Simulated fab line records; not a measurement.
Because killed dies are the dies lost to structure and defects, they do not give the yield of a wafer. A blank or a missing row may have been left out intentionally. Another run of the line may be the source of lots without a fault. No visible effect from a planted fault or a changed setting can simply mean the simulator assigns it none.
fab line records / flow sky130 / part 2 of 2: steps 25 to 34 of 34
record lots=5 wafers=15 lastDay=49
route steps=708 shown POLY_GATE@222 LDD_N@237 LDD_P@255
lots that met no fault: from a run of the same line without faults
startH: the number of hours between the record's first day and the start of the first shown wafer of the lot / waitH: how many hours have passed since the lot's step before this one / " repeats the value in the row above / L1.1+2: several wafers, shown together as one row / - no value present, or no start provided / * or withheld: withheld / < > ~ a bound
route shown NAME@n: NAME is a module with steps in the file, n the number in the route of the first one / usual: average and standard deviation across the fault-free wafers / same: alike in all rows / chamber/n: place in a boat / sites: per-site readings / _std_site: how widely they spread, as a standard deviation / _edge_site: the outer-site mean with the inner-site mean subtracted / radiusMm: for every site, how far away it sits from the centre of the wafer / mask NAME#n: copy n / behind: the most recent tool/chamber to have shaped the wafer / hold: what put the lot on hold/how long, in hours/how the hold closed / device: the transistor (n, p or np) that didn't switch / end of line: tests run on the same wafers once the route is complete / a step without rows: its recipe alone / killed: count of dies lost to structure and defects at first sort (not the wafer's yield) / map: shows each die of a wafer: x if killed, . if not, _ if none is there
set.NAME: setting as actually run; set.NAME@STEP: the setting as run at that earlier step / model.NAME: the simulator's own value behind a step, which no gauge read
lots at selected steps of the route; one table per step, one row per wafer
services: from which hour (startH, from the record's first day; less than 0 if before it) a tool's chamber was out of use, for how many hours, and why
## steps
# step SKY_LDD_N_IMPLANT_09
# recipe species=As energyKev=20 doseCm2=7.5e+13 tiltDeg=withheld rotationDeg=113
# usual beamOnS=10.01/0.2
lot.wafer=L076.3 tool=implanter-03 chamber=0 startH=426.75 waitH=0.1 beamOnS=10.02
lot.wafer=L076.4 tool=implanter-03 chamber=0 startH=426.75 waitH=0.1 beamOnS=10.00
lot.wafer=L076.5 tool=implanter-03 chamber=0 startH=426.75 waitH=0.1 beamOnS=9.71
lot.wafer=L078.3 tool=implanter-01 chamber=0 startH=439.27 waitH=0.1 beamOnS=9.99
lot.wafer=L078.4 tool=implanter-01 chamber=0 startH=439.27 waitH=0.1 beamOnS=10.02
lot.wafer=L078.6 tool=implanter-01 chamber=0 startH=439.27 waitH=0.1 beamOnS=10.03
lot.wafer=L083.1 tool=implanter-03 chamber=0 startH=483.29 waitH=0.1 beamOnS=9.98
lot.wafer=L083.4 tool=implanter-03 chamber=0 startH=483.29 waitH=0.1 beamOnS=9.98
lot.wafer=L083.6 tool=implanter-03 chamber=0 startH=483.29 waitH=0.1 beamOnS=10.56
lot.wafer=L088.1 tool=implanter-02 chamber=0 startH=525.30 waitH=0.1 beamOnS=10.25
lot.wafer=L088.5 tool=implanter-02 chamber=0 startH=525.30 waitH=0.1 beamOnS=9.83
lot.wafer=L088.6 tool=implanter-02 chamber=0 startH=525.30 waitH=0.1 beamOnS=9.73
lot.wafer=L090.1 tool=implanter-02 chamber=0 startH=553.72 waitH=0.1 beamOnS=10.28
lot.wafer=L090.2 tool=implanter-02 chamber=0 startH=553.72 waitH=0.1 beamOnS=10.00
lot.wafer=L090.3 tool=implanter-02 chamber=0 startH=553.72 waitH=0.1 beamOnS=9.74
# step SKY_LDD_N_IMPLANT_10
# recipe species=As energyKev=20 doseCm2=7.5e+13 tiltDeg=withheld rotationDeg=203
# usual beamOnS=10.00/0.24
lot.wafer=L076.3 tool=implanter-03 chamber=0 startH=426.90 waitH=0.1 beamOnS=10.22
lot.wafer=L076.4 tool=implanter-03 chamber=0 startH=426.90 waitH=0.1 beamOnS=10.06
lot.wafer=L076.5 tool=implanter-03 chamber=0 startH=426.90 waitH=0.1 beamOnS=10.04
lot.wafer=L078.3 tool=implanter-01 chamber=0 startH=439.42 waitH=0.1 beamOnS=9.77
lot.wafer=L078.4 tool=implanter-01 chamber=0 startH=439.42 waitH=0.1 beamOnS=10.22
lot.wafer=L078.6 tool=implanter-01 chamber=0 startH=439.42 waitH=0.1 beamOnS=9.59
lot.wafer=L083.1 tool=implanter-03 chamber=0 startH=483.44 waitH=0.1 beamOnS=9.96
lot.wafer=L083.4 tool=implanter-03 chamber=0 startH=483.44 waitH=0.1 beamOnS=9.76
lot.wafer=L083.6 tool=implanter-03 chamber=0 startH=483.44 waitH=0.1 beamOnS=9.79
lot.wafer=L088.1 tool=implanter-02 chamber=0 startH=525.45 waitH=0.1 beamOnS=9.74
lot.wafer=L088.5 tool=implanter-02 chamber=0 startH=525.45 waitH=0.1 beamOnS=9.83
lot.wafer=L088.6 tool=implanter-02 chamber=0 startH=525.45 waitH=0.1 beamOnS=9.97
lot.wafer=L090.1 tool=implanter-02 chamber=0 startH=553.87 waitH=0.1 beamOnS=9.94
lot.wafer=L090.2 tool=implanter-02 chamber=0 startH=553.87 waitH=0.1 beamOnS=9.86
lot.wafer=L090.3 tool=implanter-02 chamber=0 startH=553.87 waitH=0.1 beamOnS=10.24
# step SKY_LDD_N_IMPLANT_11
# recipe species=As energyKev=20 doseCm2=7.5e+13 tiltDeg=withheld rotationDeg=293
# usual beamOnS=10.03/0.2
lot.wafer=L076.3 tool=implanter-03 chamber=0 startH=427.05 waitH=0.1 beamOnS=10.03
lot.wafer=L076.4 tool=implanter-03 chamber=0 startH=427.05 waitH=0.1 beamOnS=10.28
lot.wafer=L076.5 tool=implanter-03 chamber=0 startH=427.05 waitH=0.1 beamOnS=9.96
lot.wafer=L078.3 tool=implanter-01 chamber=0 startH=439.57 waitH=0.1 beamOnS=9.88
lot.wafer=L078.4 tool=implanter-01 chamber=0 startH=439.57 waitH=0.1 beamOnS=10.10
lot.wafer=L078.6 tool=implanter-01 chamber=0 startH=439.57 waitH=0.1 beamOnS=10.49
lot.wafer=L083.1 tool=implanter-03 chamber=0 startH=483.59 waitH=0.1 beamOnS=10.17
lot.wafer=L083.4 tool=implanter-03 chamber=0 startH=483.59 waitH=0.1 beamOnS=10.03
lot.wafer=L083.6 tool=implanter-03 chamber=0 startH=483.59 waitH=0.1 beamOnS=9.80
lot.wafer=L088.1 tool=implanter-02 chamber=0 startH=525.60 waitH=0.1 beamOnS=10.12
lot.wafer=L088.5 tool=implanter-02 chamber=0 startH=525.60 waitH=0.1 beamOnS=9.53
lot.wafer=L088.6 tool=implanter-02 chamber=0 startH=525.60 waitH=0.1 beamOnS=9.93
lot.wafer=L090.1 tool=implanter-02 chamber=0 startH=554.02 waitH=0.1 beamOnS=9.89
lot.wafer=L090.2 tool=implanter-02 chamber=0 startH=554.02 waitH=0.1 beamOnS=9.81
lot.wafer=L090.3 tool=implanter-02 chamber=0 startH=554.02 waitH=0.1 beamOnS=10.02
# step SKY_LDD_N_IMPLANT_12
# recipe species=BF2 energyKev=50 doseCm2=5e+12 tiltDeg=30 rotationDeg=0
# usual beamOnS=9.99/0.2
lot.wafer=L076.3 tool=implanter-03 chamber=0 startH=427.20 waitH=0.1 beamOnS=9.84
lot.wafer=L076.4 tool=implanter-03 chamber=0 startH=427.20 waitH=0.1 beamOnS=10.16
lot.wafer=L076.5 tool=implanter-03 chamber=0 startH=427.20 waitH=0.1 beamOnS=10.38
lot.wafer=L078.3 tool=implanter-01 chamber=0 startH=439.72 waitH=0.1 beamOnS=9.98
lot.wafer=L078.4 tool=implanter-01 chamber=0 startH=439.72 waitH=0.1 beamOnS=10.34
lot.wafer=L078.6 tool=implanter-01 chamber=0 startH=439.72 waitH=0.1 beamOnS=10.44
lot.wafer=L083.1 tool=implanter-03 chamber=0 startH=483.74 waitH=0.1 beamOnS=9.80
lot.wafer=L083.4 tool=implanter-03 chamber=0 startH=483.74 waitH=0.1 beamOnS=9.86
lot.wafer=L083.6 tool=implanter-03 chamber=0 startH=483.74 waitH=0.1 beamOnS=10.10
lot.wafer=L088.1 tool=implanter-02 chamber=0 startH=525.75 waitH=0.1 beamOnS=10.13
lot.wafer=L088.5 tool=implanter-02 chamber=0 startH=525.75 waitH=0.1 beamOnS=10.03
lot.wafer=L088.6 tool=implanter-02 chamber=0 startH=525.75 waitH=0.1 beamOnS=9.83
lot.wafer=L090.1 tool=implanter-02 chamber=0 startH=554.17 waitH=0.1 beamOnS=9.77
lot.wafer=L090.2 tool=implanter-02 chamber=0 startH=554.17 waitH=0.1 beamOnS=9.62
lot.wafer=L090.3 tool=implanter-02 chamber=0 startH=554.17 waitH=0.1 beamOnS=10.36
# step SKY_LDD_N_IMPLANT_13
# recipe species=BF2 energyKev=50 doseCm2=5e+12 tiltDeg=30 rotationDeg=90
# usual beamOnS=10.01/0.22
lot.wafer=L076.3 tool=implanter-03 chamber=0 startH=427.35 waitH=0.1 beamOnS=9.83
lot.wafer=L076.4 tool=implanter-03 chamber=0 startH=427.35 waitH=0.1 beamOnS=10.23
lot.wafer=L076.5 tool=implanter-03 chamber=0 startH=427.35 waitH=0.1 beamOnS=9.77
lot.wafer=L078.3 tool=implanter-01 chamber=0 startH=439.87 waitH=0.1 beamOnS=9.73
lot.wafer=L078.4 tool=implanter-01 chamber=0 startH=439.87 waitH=0.1 beamOnS=9.76
lot.wafer=L078.6 tool=implanter-01 chamber=0 startH=439.87 waitH=0.1 beamOnS=9.72
lot.wafer=L083.1 tool=implanter-03 chamber=0 startH=483.89 waitH=0.1 beamOnS=10.07
lot.wafer=L083.4 tool=implanter-03 chamber=0 startH=483.89 waitH=0.1 beamOnS=9.60
lot.wafer=L083.6 tool=implanter-03 chamber=0 startH=483.89 waitH=0.1 beamOnS=9.98
lot.wafer=L088.1 tool=implanter-02 chamber=0 startH=525.90 waitH=0.1 beamOnS=9.84
lot.wafer=L088.5 tool=implanter-02 chamber=0 startH=525.90 waitH=0.1 beamOnS=9.87
lot.wafer=L088.6 tool=implanter-02 chamber=0 startH=525.90 waitH=0.1 beamOnS=9.89
lot.wafer=L090.1 tool=implanter-02 chamber=0 startH=554.32 waitH=0.1 beamOnS=9.96
lot.wafer=L090.2 tool=implanter-02 chamber=0 startH=554.32 waitH=0.1 beamOnS=9.97
lot.wafer=L090.3 tool=implanter-02 chamber=0 startH=554.32 waitH=0.1 beamOnS=10.31
# step SKY_LDD_N_IMPLANT_14
# recipe species=BF2 energyKev=50 doseCm2=5e+12 tiltDeg=30 rotationDeg=180
# usual beamOnS=10.04/0.2
lot.wafer=L076.3 tool=implanter-03 chamber=0 startH=427.50 waitH=0.1 beamOnS=10.01
lot.wafer=L076.4 tool=implanter-03 chamber=0 startH=427.50 waitH=0.1 beamOnS=10.13
lot.wafer=L076.5 tool=implanter-03 chamber=0 startH=427.50 waitH=0.1 beamOnS=9.85
lot.wafer=L078.3 tool=implanter-01 chamber=0 startH=440.02 waitH=0.1 beamOnS=9.97
lot.wafer=L078.4 tool=implanter-01 chamber=0 startH=440.02 waitH=0.1 beamOnS=9.71
lot.wafer=L078.6 tool=implanter-01 chamber=0 startH=440.02 waitH=0.1 beamOnS=9.83
lot.wafer=L083.1 tool=implanter-03 chamber=0 startH=484.04 waitH=0.1 beamOnS=9.92
lot.wafer=L083.4 tool=implanter-03 chamber=0 startH=484.04 waitH=0.1 beamOnS=9.87
lot.wafer=L083.6 tool=implanter-03 chamber=0 startH=484.04 waitH=0.1 beamOnS=10.14
lot.wafer=L088.1 tool=implanter-02 chamber=0 startH=526.05 waitH=0.1 beamOnS=9.94
lot.wafer=L088.5 tool=implanter-02 chamber=0 startH=526.05 waitH=0.1 beamOnS=10.26
lot.wafer=L088.6 tool=implanter-02 chamber=0 startH=526.05 waitH=0.1 beamOnS=9.90
lot.wafer=L090.1 tool=implanter-02 chamber=0 startH=554.47 waitH=0.1 beamOnS=10.36
lot.wafer=L090.2 tool=implanter-02 chamber=0 startH=554.47 waitH=0.1 beamOnS=9.59
lot.wafer=L090.3 tool=implanter-02 chamber=0 startH=554.47 waitH=0.1 beamOnS=10.20
# step SKY_LDD_N_IMPLANT_15
# recipe species=BF2 energyKev=50 doseCm2=5e+12 tiltDeg=30 rotationDeg=270
# usual beamOnS=9.99/0.22
lot.wafer=L076.3 tool=implanter-03 chamber=0 startH=427.65 waitH=0.1 beamOnS=10.01
lot.wafer=L076.4 tool=implanter-03 chamber=0 startH=427.65 waitH=0.1 beamOnS=9.85
lot.wafer=L076.5 tool=implanter-03 chamber=0 startH=427.65 waitH=0.1 beamOnS=9.97
lot.wafer=L078.3 tool=implanter-01 chamber=0 startH=440.17 waitH=0.1 beamOnS=10.08
lot.wafer=L078.4 tool=implanter-01 chamber=0 startH=440.17 waitH=0.1 beamOnS=10.25
lot.wafer=L078.6 tool=implanter-01 chamber=0 startH=440.17 waitH=0.1 beamOnS=9.87
lot.wafer=L083.1 tool=implanter-03 chamber=0 startH=484.19 waitH=0.1 beamOnS=9.83
lot.wafer=L083.4 tool=implanter-03 chamber=0 startH=484.19 waitH=0.1 beamOnS=9.79
lot.wafer=L083.6 tool=implanter-03 chamber=0 startH=484.19 waitH=0.1 beamOnS=10.01
lot.wafer=L088.1 tool=implanter-02 chamber=0 startH=526.20 waitH=0.1 beamOnS=9.92
lot.wafer=L088.5 tool=implanter-02 chamber=0 startH=526.20 waitH=0.1 beamOnS=10.13
lot.wafer=L088.6 tool=implanter-02 chamber=0 startH=526.20 waitH=0.1 beamOnS=10.00
lot.wafer=L090.1 tool=implanter-02 chamber=0 startH=554.62 waitH=0.1 beamOnS=9.86
lot.wafer=L090.2 tool=implanter-02 chamber=0 startH=554.62 waitH=0.1 beamOnS=9.66
lot.wafer=L090.3 tool=implanter-02 chamber=0 startH=554.62 waitH=0.1 beamOnS=10.26
# step SKY_LDD_N_STRIP_16
# recipe chemistry=O2/N2 powerW=1400 pressureMtorr=1500 platenTempC=withheld o2FlowSccm=3000 n2FlowSccm=300 overashFraction=0.5
# usual drypumpMotorCurrentA=5.9/0.57 oesProductAu=0.407/0.0043 stripTimeToEndpointS=4.321/0.017
lot.wafer=L076.3 tool=plasmaAsher-01 chamber=1 startH=427.79 waitH=0.1 drypumpMotorCurrentA=6.6 oesProductAu=0.399 rfHoursCounterH=- stripTimeToEndpointS=4.317
lot.wafer=L076.4 tool=plasmaAsher-01 chamber=0 startH=427.79 waitH=0.1 drypumpMotorCurrentA=6.5 oesProductAu=0.409 rfHoursCounterH=- stripTimeToEndpointS=4.329
lot.wafer=L076.5 tool=plasmaAsher-01 chamber=1 startH=427.79 waitH=0.1 drypumpMotorCurrentA=6.6 oesProductAu=0.402 rfHoursCounterH=- stripTimeToEndpointS=4.303
lot.wafer=L078.3 tool=plasmaAsher-04 chamber=0 startH=440.30 waitH=0.1 drypumpMotorCurrentA=5.5 oesProductAu=0.413 rfHoursCounterH=- stripTimeToEndpointS=4.321
lot.wafer=L078.4 tool=plasmaAsher-04 chamber=1 startH=440.30 waitH=0.1 drypumpMotorCurrentA=5.2 oesProductAu=0.406 rfHoursCounterH=- stripTimeToEndpointS=4.315
lot.wafer=L078.6 tool=plasmaAsher-04 chamber=1 startH=440.30 waitH=0.1 drypumpMotorCurrentA=5.2 oesProductAu=0.405 rfHoursCounterH=- stripTimeToEndpointS=4.322
lot.wafer=L083.1 tool=plasmaAsher-04 chamber=1 startH=484.34 waitH=0.1 drypumpMotorCurrentA=5.2 oesProductAu=0.405 rfHoursCounterH=37 stripTimeToEndpointS=4.320
lot.wafer=L083.4 tool=plasmaAsher-04 chamber=1 startH=484.34 waitH=0.1 drypumpMotorCurrentA=5.2 oesProductAu=0.413 rfHoursCounterH=- stripTimeToEndpointS=4.334
lot.wafer=L083.6 tool=plasmaAsher-04 chamber=1 startH=484.34 waitH=0.1 drypumpMotorCurrentA=5.2 oesProductAu=0.408 rfHoursCounterH=- stripTimeToEndpointS=4.322
lot.wafer=L088.1 tool=plasmaAsher-04 chamber=1 startH=526.35 waitH=0.1 drypumpMotorCurrentA=5.2 oesProductAu=0.404 rfHoursCounterH=42 stripTimeToEndpointS=4.298
lot.wafer=L088.5 tool=plasmaAsher-04 chamber=0 startH=526.35 waitH=0.1 drypumpMotorCurrentA=5.6 oesProductAu=0.400 rfHoursCounterH=- stripTimeToEndpointS=4.319
lot.wafer=L088.6 tool=plasmaAsher-04 chamber=1 startH=526.35 waitH=0.1 drypumpMotorCurrentA=5.2 oesProductAu=0.411 rfHoursCounterH=- stripTimeToEndpointS=4.297
lot.wafer=L090.1 tool=plasmaAsher-04 chamber=0 startH=554.77 waitH=0.1 drypumpMotorCurrentA=5.5 oesProductAu=0.410 rfHoursCounterH=45 stripTimeToEndpointS=4.343
lot.wafer=L090.2 tool=plasmaAsher-04 chamber=1 startH=554.77 waitH=0.1 drypumpMotorCurrentA=5.2 oesProductAu=0.396 rfHoursCounterH=45 stripTimeToEndpointS=4.317
lot.wafer=L090.3 tool=plasmaAsher-04 chamber=0 startH=554.77 waitH=0.1 drypumpMotorCurrentA=5.5 oesProductAu=0.403 rfHoursCounterH=- stripTimeToEndpointS=4.329
# step SKY_LDD_N_TW_MEAS_17
# usual LDD_N_TW=2586/30
lot.wafer=L076.3 tool=filmMetro-01 chamber=- startH=427.87 waitH=0.1 LDD_N_TW=2642
lot.wafer=L076.4 tool=filmMetro-01 chamber=- startH=427.87 waitH=0.1 LDD_N_TW=2621
lot.wafer=L076.5 tool=filmMetro-01 chamber=- startH=427.87 waitH=0.1 LDD_N_TW=2617
lot.wafer=L078.3 tool=filmMetro-03 chamber=- startH=440.39 waitH=0.1 LDD_N_TW=2582
lot.wafer=L078.4 tool=filmMetro-03 chamber=- startH=440.39 waitH=0.1 LDD_N_TW=2577
lot.wafer=L078.6 tool=filmMetro-03 chamber=- startH=440.39 waitH=0.1 LDD_N_TW=2574
lot.wafer=L083.1 tool=filmMetro-04 chamber=- startH=484.44 waitH=0.1 LDD_N_TW=2569
lot.wafer=L083.4 tool=filmMetro-04 chamber=- startH=484.44 waitH=0.1 LDD_N_TW=2568
lot.wafer=L083.6 tool=filmMetro-04 chamber=- startH=484.44 waitH=0.1 LDD_N_TW=2582
lot.wafer=L088.1 tool=filmMetro-04 chamber=- startH=526.45 waitH=0.1 LDD_N_TW=2559
lot.wafer=L088.5 tool=filmMetro-04 chamber=- startH=526.45 waitH=0.1 LDD_N_TW=2551
lot.wafer=L088.6 tool=filmMetro-04 chamber=- startH=526.45 waitH=0.1 LDD_N_TW=2553
lot.wafer=L090.1 tool=filmMetro-04 chamber=- startH=554.87 waitH=0.1 LDD_N_TW=2526
lot.wafer=L090.2 tool=filmMetro-04 chamber=- startH=554.87 waitH=0.1 LDD_N_TW=2531
lot.wafer=L090.3 tool=filmMetro-04 chamber=- startH=554.87 waitH=0.1 LDD_N_TW=2515
# step SKY_LDD_P_DEHYDRATE_00
# recipe tempC=200 timeS=60
# usual resistLineTempC=23.00/0.1
lot.wafer=L076.3 tool=lithoTrack-01 chamber=0 startH=442.32 waitH=14.4 resistLineTempC=23.06
lot.wafer=L076.4 tool=lithoTrack-01 chamber=0 startH=442.32 waitH=14.4 resistLineTempC=22.88
lot.wafer=L076.5 tool=lithoTrack-01 chamber=0 startH=442.32 waitH=14.4 resistLineTempC=22.93
lot.wafer=L078.3 tool=lithoTrack-04 chamber=0 startH=455.86 waitH=15.5 resistLineTempC=22.86
lot.wafer=L078.4 tool=lithoTrack-04 chamber=0 startH=455.86 waitH=15.5 resistLineTempC=22.89
lot.wafer=L078.6 tool=lithoTrack-04 chamber=0 startH=455.86 waitH=15.5 resistLineTempC=22.85
lot.wafer=L083.1 tool=lithoTrack-01 chamber=0 startH=498.52 waitH=14.1 resistLineTempC=23.09
lot.wafer=L083.4 tool=lithoTrack-01 chamber=0 startH=498.52 waitH=14.1 resistLineTempC=23.12
lot.wafer=L083.6 tool=lithoTrack-01 chamber=0 startH=498.52 waitH=14.1 resistLineTempC=23.22
lot.wafer=L088.1 tool=lithoTrack-03 chamber=0 startH=540.48 waitH=14.0 resistLineTempC=22.85
lot.wafer=L088.5 tool=lithoTrack-03 chamber=0 startH=540.48 waitH=14.0 resistLineTempC=22.98
lot.wafer=L088.6 tool=lithoTrack-03 chamber=0 startH=540.48 waitH=14.0 resistLineTempC=22.90
lot.wafer=L090.1 tool=lithoTrack-03 chamber=0 startH=569.18 waitH=14.3 resistLineTempC=23.10
lot.wafer=L090.2 tool=lithoTrack-03 chamber=0 startH=569.18 waitH=14.3 resistLineTempC=23.03
lot.wafer=L090.3 tool=lithoTrack-03 chamber=0 startH=569.18 waitH=14.3 resistLineTempC=22.94
## services
tool=implanter-02 chamber=- startH=371.49 hours=2.4 kind=repair
tool=implanter-01 chamber=- startH=378.02 hours=17.4 kind=repair
tool=krfScanner-02 chamber=- startH=378.84 hours=4.0 kind=pm
tool=plasmaAsher-04 chamber=- startH=379.93 hours=0.5 kind=repair
tool=krfScanner-02 chamber=- startH=382.86 hours=0.8 kind=pm
tool=implanter-02 chamber=- startH=382.97 hours=4.2 kind=pm
tool=implanter-02 chamber=- startH=397.07 hours=1.6 kind=repair
tool=ilineStepper-01 chamber=- startH=414.41 hours=1.7 kind=pm
tool=krfScanner-02 chamber=- startH=417.78 hours=3.6 kind=pm
tool=furnace-01 chamber=- startH=419.20 hours=5.0 kind=pm
tool=rieDiel-02 chamber=2 startH=450.74 hours=7.4 kind=repair
tool=plasmaAsher-04 chamber=- startH=460.06 hours=6.1 kind=repair
tool=rieSi-01 chamber=0 startH=462.62 hours=5.7 kind=repair
tool=rieSi-01 chamber=- startH=462.98 hours=2.8 kind=pm
tool=plasmaAsher-04 chamber=- startH=467.45 hours=0.9 kind=repair
tool=implanter-03 chamber=- startH=471.24 hours=4.3 kind=pm
tool=implanter-02 chamber=- startH=474.16 hours=3.0 kind=repair
tool=rieDiel-02 chamber=3 startH=476.02 hours=3.6 kind=repair
tool=rieDiel-02 chamber=1 startH=514.24 hours=9.6 kind=repair
tool=rieSi-01 chamber=1 startH=519.26 hours=6.1 kind=repair
tool=plasmaAsher-04 chamber=- startH=539.39 hours=2.4 kind=repair
tool=rieSi-01 chamber=1 startH=548.05 hours=3.6 kind=repair
tool=implanter-02 chamber=- startH=549.13 hours=0.9 kind=repair
tool=implanter-02 chamber=- startH=566.36 hours=73.0 kind=pm
